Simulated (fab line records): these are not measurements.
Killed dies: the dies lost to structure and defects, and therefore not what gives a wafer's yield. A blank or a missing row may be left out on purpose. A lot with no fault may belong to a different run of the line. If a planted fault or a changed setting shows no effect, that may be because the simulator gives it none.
What tool caused it? | flow sky130 | 6 lots, 17 wafers sampled, at 3 steps of a route of 708

## WHAT THE GAUGES SHOWED, per wafer
SKY_LOCAL_INTERCONNECT_CD_MEAS_11: target cd 170 nm.
lot  | measured     | on       | cdNm (nm)
L537 | day 31 15:15 | cdSem-02 | 171.0 170.1 170.8
L541 | day 32 20:30 | cdSem-02 | 169.5 169.3 170.1
L543 | day 33 21:20 | cdSem-01 | 171.2 169.9 170.3
L546 | day 35 13:46 | cdSem-01 | 138.7 169.8
L553 | day 36 09:05 | cdSem-01 | 170.2 169.5 169.1
L555 | day 36 12:15 | cdSem-01 | 171.9 172.6 173.3

## WHICH TOOL RAN EACH LOT (tool, then ch and the chambers of the sampled wafers, then the start)
lot  | SKY_LI_CONTACT_CVD_21        | SKY_LOCAL_INTERCONNECT_EXPOSE_08
L537 | cvdW-02 ch 0,1, day 30 11:37 | krfScanner-01 ch 0, day 31 02:26
L541 | cvdW-02 ch 0,1, day 31 15:37 | krfScanner-01 ch 0, day 32 07:18
L543 | cvdW-01 ch 0,1, day 32 19:28 | krfScanner-02 ch 0, day 33 09:13
L546 | cvdW-02 ch 0,1, day 34 10:58 | krfScanner-02 ch 0, day 35 02:03
L553 | cvdW-02 ch 0,1, day 35 06:52 | krfScanner-01 ch 0, day 35 21:34
L555 | cvdW-01 ch 0,1, day 35 09:16 | krfScanner-01 ch 0, day 35 23:44
- SKY_LI_CONTACT_CVD_21: deposits W, target thk 400 nm, time 120.56 s.
- SKY_LOCAL_INTERCONNECT_EXPOSE_08: exposes mask LI1M, target cd 170 nm.

## THE ANSWER, worked out from the rows above alone
Rule: the lots themselves supply what counts as usual. The widest of any qualifying gaps counts: lots, ordered by their means at a reading, are off when they make up no more than a third of the lots, leave a main group of 4 or more, and stand apart from it by 3 or more times the standard deviation of that group's means. A main group is skipped when, at the precision printed for the reading in the tables above, its means are all equal. Also off: a lot with no number at a reading for which 4 or more lots have one. Any other lot the step has rows for is counted as sound.
Off: L546, at SKY_LOCAL_INTERCONNECT_CD_MEAS_11 (cdNm). For the main group the mean is 170.6 nm and the standard deviation 1.1.
A tool fits if, at a process step before that reading, it ran every lot that is off, and no sound lot after the first of them. Those tools and the gauges at SKY_LOCAL_INTERCONNECT_CD_MEAS_11 are tried in the same way. One fits: krfScanner-02 at SKY_LOCAL_INTERCONNECT_EXPOSE_08. A fault onset in the window from L543 (day 33 09:13, its last sound lot) to L546 (day 35 02:03, its first lot off) fits.

## WHAT THE SIMULATOR HAD INSERTED
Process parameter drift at SKY_LOCAL_INTERCONNECT_EXPOSE_08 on krfScanner-02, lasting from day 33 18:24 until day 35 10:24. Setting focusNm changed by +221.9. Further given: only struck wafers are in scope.
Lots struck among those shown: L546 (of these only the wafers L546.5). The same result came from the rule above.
